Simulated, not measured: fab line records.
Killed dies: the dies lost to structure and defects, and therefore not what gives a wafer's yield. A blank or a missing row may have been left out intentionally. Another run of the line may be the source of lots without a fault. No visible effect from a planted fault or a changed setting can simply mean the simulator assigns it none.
The same fault as seen by 2 desks / flow sky130 / each desk holds nothing but its own numbers, with what lay behind them at the end

## THE METROLOGY DESK
What the gauges read for every lot (on any tool): the sampled wafers with a number, averaged. Marked OUT: a lot whose mean sits more than 4 standard deviations from the usual mean, which makes it out of limits; the brackets give that distance. Readings shown: 7 of its 8, picked as those furthest out on some lot.
Columns: A = LDD_N_TW at SKY_LDD_N_TW_MEAS_17, usual 2570; B = cd nm at SKY_LDD_P_CD_MEAS_07, usual 380.0 nm; C = LDD_P_OVL at SKY_LDD_P_OVL_MEAS_08, usual -0.9 nm; D = LDD_P_TW at SKY_LDD_P_TW_MEAS_11, usual 635; E = LDD_HVN_OVL at SKY_LDD_HVN_OVL_MEAS_07, usual 1.0 nm; F = LDD_HVN_TW at SKY_LDD_HVN_TW_MEAS_10, usual 1436; G = LDD_HVP_TW at SKY_LDD_HVP_TW_MEAS_10, usual 455
lot=L629; first seen here=day 18 13:16; A=2524; B=378.0; C=-1.2; D=645; E=2.2; F=1447; G=458
lot=L630; first seen here=day 19 03:05; A=2613; B=380.4; C=0.7; D=645; E=0.7; F=1442; G=458
lot=L633; first seen here=day 19 23:48; A=2616; B=377.0; C=-1.9; D=622; E=2.0; F=1429; G=457
lot=L634; first seen here=day 20 10:53; A=2534; B=381.8; C=-0.4; D=622; E=1.3; F=1421; G=455
lot=L643; first seen here=day 24 00:06; A=2577; B=381.8; C=0.3; D=629; E=0.6; F=1442; G=451
lot=L647; first seen here=day 24 22:08; A=2565; B=380.3; C=-1.1; D=626; E=0.7; F=1434; G=449
This desk found nothing out of limits on any of the 6 lots.

## FOR THE TOOL OWNER'S DESK: implanter-02
The tool's own readings at SKY_LDD_P_IMPLANT_09, given as means over the sampled wafers that have a number, one for each lot that went through this tool. Marked OUT: a lot whose mean sits more than 4 standard deviations from the usual mean, which makes it out of limits; the brackets give that distance.
Columns: A = beam on s at SKY_LDD_P_IMPLANT_09, usual 10.02 s
lot=L629; first seen here=day 19 20:28; A=9.87
lot=L630; first seen here=day 20 10:06; A=10.19
lot=L633; first seen here=day 21 07:03; A=9.97
lot=L634; first seen here=day 21 17:57; A=9.86
lot=L643; first seen here=day 25 05:17; A=9.94
This desk found nothing out of limits on any of the 5 lots.

## BROUGHT TOGETHER
From the metrology desk's view, nothing was out of limits.
The tool owner's desk saw nothing out of limits.

## WHAT WAS PUT IN BY THE SIMULATOR
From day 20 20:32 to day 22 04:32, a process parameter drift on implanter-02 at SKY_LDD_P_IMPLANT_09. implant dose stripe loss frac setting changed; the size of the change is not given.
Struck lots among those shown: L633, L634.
